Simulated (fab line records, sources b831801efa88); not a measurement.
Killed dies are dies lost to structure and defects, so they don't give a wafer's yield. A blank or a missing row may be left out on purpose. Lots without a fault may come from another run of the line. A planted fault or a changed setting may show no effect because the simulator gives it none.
A struck lot beside a sound one | flow sky130 | 17 steps out of a route of 708
Sound: wafers L755.1, L755.3, L755.6. Struck: wafers L750.1, L750.2, L750.3. The cause comes at the end.
At each step with rows: each side's tool, then ch and its chambers, then its first start. Under that, the readings that differ: sound wafers | struck wafers | difference of the means | sigmas: that difference in standard deviations of wafers without a fault.
alike: readings whose means differ by less than 2 such deviations, and words and numbers that are the same on both sides. not compared: withheld readings, readings that some wafer has no value for, bounds like >300 that may hide the same value, and numbers for which the record gives no deviation and whose values overlap.
The two part at a step that has a row with sigmas, a row that says differs or no value, or rows on one side only. Numbers that don't overlap but have no deviation are shown without sigmas and don't part them. A reading that every wafer of one side lacks parts them only if that side has two wafers or more.

SKY_VIA2_CMP_02: polishes SiO2.
  sound on cmp-01 ch 2,3, day 41 08:35; struck on cmp-02 ch 0,1,2, day 40 04:02
  alike: motor_current_A, slurry_filter_dp_kPa
SKY_VIA2_BOW_MEAS_03:
  sound on film_metro-02, day 41 08:53; struck on film_metro-02, day 40 04:17
  alike: VIA2_BOW
then, 8 steps without rows for these wafers: SKY_VIA2_DEHYDRATE_04 (time 60 s); SKY_VIA2_HMDS_05 (prime time 60 s); SKY_VIA2_COAT_06 (resist thk 60 nm); SKY_VIA2_COAT_07 (resist thk 450 nm); SKY_VIA2_SOFTBAKE_08 (time 90 s); SKY_VIA2_EXPOSE_09 (exposes mask VIM2, target cd 200 nm); SKY_VIA2_PEB_10; SKY_VIA2_DEVELOP_11 (develop time 60 s).
SKY_VIA2_CD_MEAS_12: target cd 200 nm.
  sound on cd_sem-02, day 42 08:42; struck on cd_sem-01, day 41 04:04
  reading    | sound             | struck            | difference | sigmas
  cd_nm (nm) | 196.4 196.9 197.5 | 201.3 202.1 202.1 | +4.9       | +3
SKY_VIA2_OVL_MEAS_13:
  sound on overlay-01, day 42 08:49; struck on overlay-02, day 41 04:11
  alike: VIA2_OVL
SKY_VIA2_ETCH_14: etches BARC in N2/H2, stops on SiO2, time 45.9 s, target depth 60 nm.
  sound on rie_diel-04 ch 0,1,2, day 42 08:51; struck on rie_diel-02 ch 0,1,3, day 41 04:13
  no value came back on the struck wafers for any of 6 readings (bias_w (W), chamber_pressure_mTorr (mTorr) and others); on the sound wafers bias_w (W) reads 99.4 99.2 99.9
  reading                                     | sound             | struck          | difference | sigmas
  model.KrF-thick_of_VIA2_COAT_07.thk_nm (nm) | 392.9 392.9 394.1 | 435.3 435.9 436 | +42.4      |
  not compared: rf_hours_counter_h
SKY_VIA2_ETCH_15: etches SiO2 in C4F8/O2/Ar, stops on TiN, target depth 546 nm, time 84 s.
  sound on rie_diel-04 ch 0,1,2, day 42 08:54; struck on rie_diel-02 ch 0,1,3, day 41 04:16
  reading                                     | sound             | struck            | difference | sigmas
  oes_product_au (a.u.)                       | 0.940 0.944 0.940 | 0.380 0.368 0.371 | -0.568     | -99 or more
  model.KrF-thick_of_VIA2_COAT_07.thk_nm (nm) | 284.9 284.8 287.7 | 325.5 323.3 324   | +38.5      |
  alike: bias_w, chamber_pressure_mTorr
  not compared: rf_hours_counter_h
SKY_VIA2_STRIP_16: strips in O2/N2.
  sound on plasma_asher-01 ch 0,1, day 42 08:58; struck on plasma_asher-01 ch 0,1, day 41 04:19
  reading                      | sound             | struck            | difference | sigmas
  oes_product_au (a.u.)        | 0.397 0.405 0.399 | 0.412 0.421 0.415 | +0.016     | +3
  strip_time_to_endpoint_s (s) | 4.057 4.060 4.098 | 4.486 4.480 4.476 | +0.409     | +14
  alike: chamber_pressure_mTorr, drypump_motor_current_A
  not compared: rf_hours_counter_h
then, 1 step without rows for these wafers: SKY_VIA2_STRIP_17 (strips in post etch residue remover, time 1200 s).
-- the record jumps here: 8 days lie between the struck wafers' starts before and after (it left off in module VIA2 and takes up again in module PAD_OPEN, whose first step shown is number 708 of the route) --
SKY_PAD_OPEN_PROBE_99:
  sound on prober-01, day 50 10:58; struck on prober-01, day 49 13:55
  reading                  | sound          | struck         | difference | sigmas
  defect_limited_yield (%) | 81.5 81.5 83.5 | 0 0 0          | -82        | -48
  killed_at_M0_to_M3       | 33 50 43       | 453 450 452    | +410       | +66
  killed_dies              | 91 91 81       | 492 492 492    | +404       | +48
  killed_on_rim            | 17 17 14       | 96 96 96       | +80        | +20
  sort_bin_5_function (%)  | 11.4 11.6 10.2 | 92.7 93.3 92.5 | +81.8      | +63
  sort_n_pass              | 401 401 411    | 0 0 0          | -404       | -48
  sort_yield_pct (%)       | 81.5 81.5 83.5 | 0 0 0          | -82        | -48
  alike: killed_at_M4_up, killed_at_contacts, killed_at_front_end, killed_at_other, killed_open, killed_short, sort_bin_3_pad_short, sort_bin_6_memory

WHERE THEY PART
First at SKY_VIA2_CD_MEAS_12; last, within this record, at SKY_PAD_OPEN_PROBE_99.

WHY: what the simulator had put in
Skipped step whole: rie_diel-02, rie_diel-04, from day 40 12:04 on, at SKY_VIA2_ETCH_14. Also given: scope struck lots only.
